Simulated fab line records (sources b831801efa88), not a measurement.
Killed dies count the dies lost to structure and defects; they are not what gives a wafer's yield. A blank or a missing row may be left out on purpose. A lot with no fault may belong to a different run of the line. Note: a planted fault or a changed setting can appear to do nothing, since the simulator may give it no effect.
fab line records ; flow gf180mcu
record: lots: 12; wafers: 36; last-day: 34
route steps=602 shown POLY_GATE@167 HV_LDD@210 NSD@247
lots that met no fault: from a run of the same line without faults
start-h: the number of hours between the record's first day and the start of the first shown wafer of the lot ; wait-h: time in hours since the lot's previous step ; " repeats the value in the row above ; L1.1+2: several wafers, shown together as one row ; - value missing, or start not given ; * or withheld: withheld ; < > ~ a bound
route shown NAME@n: names a module that has steps shown in the file, with the first one's number in the route ; usual: the fault-free wafers' mean and standard deviation ; same: alike in all rows ; chamber/n: place in a boat ; sites: the reading at each site ; _std_site: the values' standard deviation ; _edge_site: the outer-site mean with the inner-site mean subtracted ; radius-mm: for every site, how far away it sits from the centre of the wafer ; mask NAME#n: copy n ; behind: tool/chamber where the wafer was last shaped ; hold: cause of the lot's hold/its duration in hours/its outcome ; device: which transistor (n, p or np) failed to switch ; end of line: the same wafers' tests at the end of the route ; a step with no rows: only its recipe ; killed: dies that structure and defects cost at the first sort, which is not the same as the wafer's yield ; map: per-die view of a wafer (x killed, . not killed, _ where there is no die)
set.NAME: the setting that was run; set.NAME@STEP: the one run at that earlier step ; model.NAME: the simulator's own value behind a step, which no gauge read
steps of the route over a sample of lots; a table a step, a row a wafer
services: the hour from which a tool's chamber was out of use, counted from the record's first day as start-h (under 0 if before that day), plus the number of hours and why
== steps ==
step: GF_POLY_GATE_CD_MEAS_10
recipe: target-cd-nm: 280
usual: cd-nm: 279.9/1.1
lot.wafer;tool;chamber;start-h;wait-h;cd-nm
L168.2;cd-sem-01;-;202.46;0.1;280.4
L168.3;cd-sem-01;-;202.46;0.1;281.0
L168.6;cd-sem-01;-;202.46;0.1;281.2
L171.1;cd-sem-01;-;217.79;0.1;280.0
L171.3;cd-sem-01;-;217.79;0.1;281.3
L171.6;cd-sem-01;-;217.79;0.1;279.8
L176.1;cd-sem-01;-;253.83;0.1;277.9
L176.3;cd-sem-01;-;253.83;0.1;280.1
L176.4;cd-sem-01;-;253.83;0.1;279.1
L178.1;cd-sem-01;-;265.36;0.1;280.5
L178.2;cd-sem-01;-;265.36;0.1;280.5
L178.3;cd-sem-01;-;265.36;0.1;281.0
L179.3;cd-sem-01;-;273.72;0.1;280.3
L179.4;cd-sem-01;-;273.72;0.1;280.8
L179.6;cd-sem-01;-;273.72;0.1;279.2
L183.3;cd-sem-01;-;303.15;0.1;279.0
L183.4;cd-sem-01;-;303.15;0.1;279.4
L183.6;cd-sem-01;-;303.15;0.1;279.0
L184.1;cd-sem-01;-;307.11;0.1;279.4
L184.5;cd-sem-01;-;307.11;0.1;279.2
L184.6;cd-sem-01;-;307.11;0.1;279.4
L185.1;cd-sem-01;-;317.49;0.1;279.4
L185.3;cd-sem-01;-;317.49;0.1;280.0
L185.4;cd-sem-01;-;317.49;0.1;279.7
L186.1;cd-sem-01;-;324.28;0.1;277.4
L186.2;cd-sem-01;-;324.28;0.1;277.7
L186.4;cd-sem-01;-;324.28;0.1;275.1
L189.1;cd-sem-02;-;348.89;0.1;279.8
L189.3;cd-sem-02;-;348.89;0.1;279.5
L189.6;cd-sem-02;-;348.89;0.1;279.5
L190.2;cd-sem-02;-;357.36;0.1;280.4
L190.3;cd-sem-02;-;357.36;0.1;280.1
L190.4;cd-sem-02;-;357.36;0.1;279.8
L191.3;cd-sem-02;-;360.09;0.2;280.4
L191.4;cd-sem-02;-;360.09;0.2;279.6
L191.5;cd-sem-02;-;360.09;0.2;279.4
step: GF_HV_LDD_IMPLANT_34
recipe: species: P; energy-kev: 60; dose-cm2: 7.5e+12; tilt-deg: 30; rotation-deg: 90
usual: dose-ions-cm2: 7.499e+12/8.2e+09; faraday-current-uA: 42.2/0.83
same: implant-ion-amu: 31
lot.wafer;tool;chamber;start-h;wait-h;dose-ions-cm2;faraday-current-uA
L168.2;implanter-01;0;258.51;0.1;7.487e+12;41.9
L168.3;implanter-01;0;258.51;0.1;7.503e+12;42.3
L168.6;implanter-01;0;258.51;0.1;7.495e+12;42.2
L171.1;implanter-03;0;274.58;0.1;7.517e+12;41.6
L171.3;implanter-03;0;274.58;0.1;7.494e+12;43.0
L171.6;implanter-03;0;274.58;0.1;7.513e+12;42.5
L176.1;implanter-01;0;316.08;0.1;7.505e+12;43.0
L176.3;implanter-01;0;316.08;0.1;7.503e+12;42.7
L176.4;implanter-01;0;316.08;0.1;7.5e+12;43.9
L178.1;implanter-03;0;330.07;0.1;7.499e+12;41.5
L178.2;implanter-03;0;330.07;0.1;7.499e+12;42.9
L178.3;implanter-03;0;330.07;0.1;7.508e+12;41.2
L179.3;implanter-01;0;338.29;0.1;7.504e+12;42.1
L179.4;implanter-01;0;338.29;0.1;7.514e+12;43.1
L179.6;implanter-01;0;338.29;0.1;7.512e+12;41.8
L183.3;implanter-03;0;369.07;0.1;7.492e+12;41.9
L183.4;implanter-03;0;369.07;0.1;7.501e+12;41.7
L183.6;implanter-03;0;369.07;0.1;7.505e+12;42.6
L184.1;implanter-03;0;374.08;0.1;2.892e+12;16.2
L184.5;implanter-03;0;374.08;0.1;2.905e+12;16.7
L184.6;implanter-03;0;374.08;0.1;2.913e+12;16.9
L185.1;implanter-03;0;384.77;0.1;2.909e+12;16.5
L185.3;implanter-03;0;384.77;0.1;2.909e+12;16.0
L185.4;implanter-03;0;384.77;0.1;2.9e+12;16.5
L186.1;implanter-03;0;392.29;0.1;2.901e+12;16.6
L186.2;implanter-03;0;392.29;0.1;2.896e+12;16.3
L186.4;implanter-03;0;392.29;0.1;2.892e+12;16.5
L189.1;implanter-01;0;420.53;0.1;7.508e+12;43.6
L189.3;implanter-01;0;420.53;0.1;7.491e+12;41.9
L189.6;implanter-01;0;420.53;0.1;7.501e+12;41.7
L190.2;implanter-01;0;431.44;0.1;7.505e+12;42.1
L190.3;implanter-01;0;431.44;0.1;7.492e+12;42.1
L190.4;implanter-01;0;431.44;0.1;7.491e+12;43.7
L191.3;implanter-02;0;433.58;0.1;7.523e+12;41.9
L191.4;implanter-02;0;433.58;0.1;7.512e+12;42.3
L191.5;implanter-02;0;433.58;0.1;7.508e+12;43.6
step: GF_HV_LDD_STRIP_37
recipe: chemistry: O2/N2; power-w: 1400; pressure-mtorr: 1500; platen-temp-c: 250; o2-flow-sccm: 3000; n2-flow-sccm: 300; overash-fraction: 0.5
usual: drypump-motor-current-A: 5.5/0.61; heater-power-w: 331/34; oes-product-au: 0.716/0.005; strip-time-to-endpoint-s: 12.63/0.037
same: overash-fraction: 0.5
lot.wafer;tool;chamber;start-h;wait-h;drypump-motor-current-A;heater-power-w;oes-product-au;rf-hours-counter-h;strip-time-to-endpoint-s
L168.2;plasma-asher-02;1;258.93;0.1;4.7;363;0.712;62;12.66
L168.3;plasma-asher-02;0;258.93;0.1;6.0;377;0.709;-;12.62
L168.6;plasma-asher-02;1;258.93;0.1;4.7;366;0.723;-;12.67
L171.1;plasma-asher-04;1;275.03;0.1;4.8;332;0.714;51;12.65
L171.3;plasma-asher-04;0;275.03;0.1;5.8;278;0.708;-;12.63
L171.6;plasma-asher-04;1;275.03;0.1;4.8;325;0.717;-;12.67
L176.1;plasma-asher-01;1;316.53;0.1;5.2;327;0.705;19;12.62
L176.3;plasma-asher-01;0;316.53;0.1;6.4;328;0.717;-;12.62
L176.4;plasma-asher-01;1;316.53;0.1;5.2;321;0.709;-;12.63
L178.1;plasma-asher-01;1;330.52;0.1;5.2;322;0.716;21;12.58
L178.2;plasma-asher-01;0;330.52;0.1;6.4;339;0.719;21;12.57
L178.3;plasma-asher-01;0;330.52;0.1;6.4;334;0.718;-;12.60
L179.3;plasma-asher-04;1;338.72;0.1;4.9;333;0.716;-;12.72
L179.4;plasma-asher-04;0;338.72;0.1;5.8;275;0.713;-;12.71
L179.6;plasma-asher-04;0;338.72;0.1;5.8;275;0.714;-;12.68
L183.3;plasma-asher-01;0;369.50;0.1;6.4;331;0.708;-;12.58
L183.4;plasma-asher-01;1;369.50;0.1;5.2;329;0.715;-;12.53
L183.6;plasma-asher-01;1;369.50;0.1;5.2;333;0.724;-;12.56
L184.1;plasma-asher-04;1;374.53;0.1;4.9;336;0.727;60;12.63
L184.5;plasma-asher-04;0;374.53;0.1;5.8;283;0.718;-;12.60
L184.6;plasma-asher-04;1;374.53;0.1;4.8;331;0.716;-;12.64
L185.1;plasma-asher-04;1;385.22;0.1;4.8;333;0.720;61;12.63
L185.3;plasma-asher-04;0;385.22;0.1;5.8;274;0.721;-;12.62
L185.4;plasma-asher-04;1;385.22;0.1;4.8;322;0.718;-;12.64
L186.1;plasma-asher-04;0;392.74;0.1;5.8;272;0.725;62;12.65
L186.2;plasma-asher-04;1;392.74;0.1;4.9;320;0.719;62;12.63
L186.4;plasma-asher-04;0;392.74;0.1;5.8;275;0.712;-;12.66
L189.1;plasma-asher-01;1;420.98;0.1;5.2;324;0.718;29;12.60
L189.3;plasma-asher-01;0;420.98;0.1;6.4;330;0.716;-;12.61
L189.6;plasma-asher-01;1;420.98;0.1;5.2;331;0.715;-;12.59
L190.2;plasma-asher-04;1;431.87;0.1;4.9;323;0.719;67;12.63
L190.3;plasma-asher-04;0;431.87;0.1;5.8;278;0.716;-;12.64
L190.4;plasma-asher-04;1;431.87;0.1;4.8;333;0.716;-;12.61
L191.3;plasma-asher-02;1;434.01;0.1;4.7;381;0.722;-;12.60
L191.4;plasma-asher-02;0;434.01;0.1;6.0;363;0.704;-;12.60
L191.5;plasma-asher-02;0;434.01;0.1;6.0;360;0.724;-;12.61
step: GF_HV_LDD_TW_MEAS_38
usual: HV_LDD_3_TW: 1435/12
lot.wafer;tool;chamber;start-h;wait-h;HV_LDD_3_TW
L168.2;film-metro-04;-;259.04;0.1;1443
L168.3;film-metro-04;-;259.04;0.1;1449
L168.6;film-metro-04;-;259.04;0.1;1456
L171.1;film-metro-01;-;275.13;0.1;1425
L171.3;film-metro-01;-;275.13;0.1;1432
L171.6;film-metro-01;-;275.13;0.1;1427
L176.1;film-metro-01;-;316.63;0.1;1439
L176.3;film-metro-01;-;316.63;0.1;1444
L176.4;film-metro-01;-;316.63;0.1;1438
L178.1;film-metro-04;-;330.62;0.1;1448
L178.2;film-metro-04;-;330.62;0.1;1456
L178.3;film-metro-04;-;330.62;0.1;1451
L179.3;film-metro-01;-;338.81;0.1;1427
L179.4;film-metro-01;-;338.81;0.1;1423
L179.6;film-metro-01;-;338.81;0.1;1441
L183.3;film-metro-03;-;369.59;0.1;1422
L183.4;film-metro-03;-;369.59;0.1;1436
L183.6;film-metro-03;-;369.59;0.1;1427
L184.1;film-metro-03;-;374.63;0.1;1355
L184.5;film-metro-03;-;374.63;0.1;1350
L184.6;film-metro-03;-;374.63;0.1;1351
L185.1;film-metro-04;-;385.32;0.1;1370
L185.3;film-metro-04;-;385.32;0.1;1369
L185.4;film-metro-04;-;385.32;0.1;1377
L186.1;film-metro-03;-;392.84;0.1;1349
L186.2;film-metro-03;-;392.84;0.1;1353
L186.4;film-metro-03;-;392.84;0.1;1344
L189.1;film-metro-04;-;421.08;0.1;1435
L189.3;film-metro-04;-;421.08;0.1;1446
L189.6;film-metro-04;-;421.08;0.1;1434
L190.2;film-metro-01;-;431.98;0.1;1434
L190.3;film-metro-01;-;431.98;0.1;1427
L190.4;film-metro-01;-;431.98;0.1;1431
L191.3;film-metro-01;-;434.10;0.1;1442
L191.4;film-metro-01;-;434.10;0.1;1429
L191.5;film-metro-01;-;434.10;0.1;1430
step: GF_HV_LDD_RS_MEAS_53
recipe: thk-meas-gauge: four-point-probe
usual: HV_LDD_RS: 418.5/1
lot.wafer;tool;chamber;start-h;wait-h;HV_LDD_RS[ohm/sq]
L168.2;film-metro-01;-;278.93;0.1;419.9
L168.3;film-metro-01;-;278.93;0.1;418.5
L168.6;film-metro-01;-;278.93;0.1;418.7
L171.1;film-metro-03;-;294.96;0.1;419.5
L171.3;film-metro-03;-;294.96;0.1;417.7
L171.6;film-metro-03;-;294.96;0.1;418.6
L176.1;film-metro-03;-;337.76;0.1;418.8
L176.3;film-metro-03;-;337.76;0.1;418.1
L176.4;film-metro-03;-;337.76;0.1;417.6
L178.1;film-metro-01;-;352.05;0.1;420.6
L178.2;film-metro-01;-;352.05;0.1;419.4
L178.3;film-metro-01;-;352.05;0.1;420.4
L179.3;film-metro-04;-;360.63;0.1;417.9
L179.4;film-metro-04;-;360.63;0.1;417.8
L179.6;film-metro-04;-;360.63;0.1;417.0
L183.3;film-metro-01;-;392.99;0.1;420.4
L183.4;film-metro-01;-;392.99;0.1;418.7
L183.6;film-metro-01;-;392.99;0.1;418.5
L184.1;film-metro-03;-;398.46;0.1;430.6
L184.5;film-metro-03;-;398.46;0.1;429.7
L184.6;film-metro-03;-;398.46;0.1;431.0
L185.1;film-metro-04;-;409.01;0.1;430.5
L185.3;film-metro-04;-;409.01;0.1;429.8
L185.4;film-metro-04;-;409.01;0.1;430.2
L186.1;film-metro-04;-;416.06;0.1;430.3
L186.2;film-metro-04;-;416.06;0.1;430.6
L186.4;film-metro-04;-;416.06;0.1;429.4
L189.1;film-metro-03;-;445.71;0.1;419.3
L189.3;film-metro-03;-;445.71;0.1;417.5
L189.6;film-metro-03;-;445.71;0.1;418.0
L190.2;film-metro-01;-;457.02;0.1;418.5
L190.3;film-metro-01;-;457.02;0.1;418.1
L190.4;film-metro-01;-;457.02;0.1;418.7
L191.3;film-metro-03;-;459.28;0.1;419.0
L191.4;film-metro-03;-;459.28;0.1;418.5
L191.5;film-metro-03;-;459.28;0.1;418.7
step: GF_NSD_TW_MEAS_12
usual: NSD_TW: 4244/33
lot.wafer;tool;chamber;start-h;wait-h;NSD_TW
L168.2;film-metro-02;-;302.55;0.1;4213
L168.3;film-metro-02;-;302.55;0.1;4193
L168.6;film-metro-02;-;302.55;0.1;4204
L171.1;film-metro-02;-;318.34;0.1;4236
L171.3;film-metro-02;-;318.34;0.1;4234
L171.6;film-metro-02;-;318.34;0.1;4224
L176.1;film-metro-02;-;363.03;0.1;4246
L176.3;film-metro-02;-;363.03;0.1;4262
L176.4;film-metro-02;-;363.03;0.1;4239
L178.1;film-metro-02;-;377.14;0.1;4237
L178.2;film-metro-02;-;377.14;0.1;4235
L178.3;film-metro-02;-;377.14;0.1;4218
L179.3;film-metro-01;-;386.10;0.1;4224
L179.4;film-metro-01;-;386.10;0.1;4238
L179.6;film-metro-01;-;386.10;0.1;4239
L183.3;film-metro-01;-;419.86;0.1;4269
L183.4;film-metro-01;-;419.86;0.1;4249
L183.6;film-metro-01;-;419.86;0.1;4251
L184.1;film-metro-02;-;425.99;0.1;4252
L184.5;film-metro-02;-;425.99;0.1;4267
L184.6;film-metro-02;-;425.99;0.1;4240
L185.1;film-metro-02;-;436.73;0.1;4222
L185.3;film-metro-02;-;436.73;0.1;4241
L185.4;film-metro-02;-;436.73;0.1;4251
L186.1;film-metro-01;-;443.58;0.1;4219
L186.2;film-metro-01;-;443.58;0.1;4201
L186.4;film-metro-01;-;443.58;0.1;4231
L189.1;film-metro-04;-;473.28;0.1;4304
L189.3;film-metro-04;-;473.28;0.1;4296
L189.6;film-metro-04;-;473.28;0.1;4285
L190.2;film-metro-02;-;484.64;0.1;4207
L190.3;film-metro-02;-;484.64;0.1;4247
L190.4;film-metro-02;-;484.64;0.1;4220
L191.3;film-metro-04;-;485.86;0.1;4311
L191.4;film-metro-04;-;485.86;0.1;4323
L191.5;film-metro-04;-;485.86;0.1;4291
== services ==
tool;chamber;start-h;hours;kind
implanter-03;-;236.93;14.9;pm
implanter-03;-;264.91;3.6;repair
plasma-asher-01;-;272.40;5.1;repair
plasma-asher-01;-;343.06;2.8;pm
plasma-asher-01;-;353.56;8.5;repair
plasma-asher-04;-;354.21;15.6;pm
implanter-03;-;360.11;6.7;repair
implanter-03;-;362.84;4.0;repair
implanter-01;-;363.25;0.7;repair
implanter-01;-;388.63;15.1;pm
implanter-03;-;393.08;2.1;repair
plasma-asher-02;-;421.28;9.0;pm
plasma-asher-02;0;421.28;9.0;vent-cycle
plasma-asher-02;1;421.28;9.0;vent-cycle
plasma-asher-02;0;430.28;-;clean
plasma-asher-02;1;430.28;-;clean
plasma-asher-04;-;433.27;3.8;repair
== key ==
first-sign: step: GF_HV_LDD_IMPLANT_34; reading: dose-ions-cm2; direction: down; sigmas: 99+; usual: 7.499e+12; struck: 2.902e+12
effect: step: GF_HV_LDD_IMPLANT_34; reading: faraday-current-uA; direction: down; sigmas: 31; usual: 42.2; struck: 16.5
effect: step: GF_HV_LDD_TW_MEAS_38; reading: HV_LDD_3_TW; direction: down; sigmas: 6.4; usual: 1435; struck: 1357
effect: step: GF_HV_LDD_RS_MEAS_53; reading: HV_LDD_RS; direction: up; sigmas: 12; usual: 418.5; struck: 430.2
met-at GF_HV_LDD_IMPLANT_34
struck-lots L184,L185,L186
tester-left-out L184,L185,L186
not-acting-at GF_POLY_GATE_CD_MEAS_10,GF_HV_LDD_STRIP_37,GF_NSD_TW_MEAS_12
onset-between 369.07 374.08
fault: kind: process-parameter-drift; tool: implanter-03; chamber: -; onset-h: 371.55; steps: GF_HV_LDD_IMPLANT_34; channel: dose-cm2; offset: -4.5938e+12; shape: step; end-h: 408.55; acts-in: these-recipes-only; stated: 7.5e+12
tester-left-out: of these lots the tester's yield and bins aren't shown, on N5 and GAA mostly nor the transistor test; their killed dies are dies lost to structure and defects alone, not to doping, threshold or leakage, so they don't give the yield
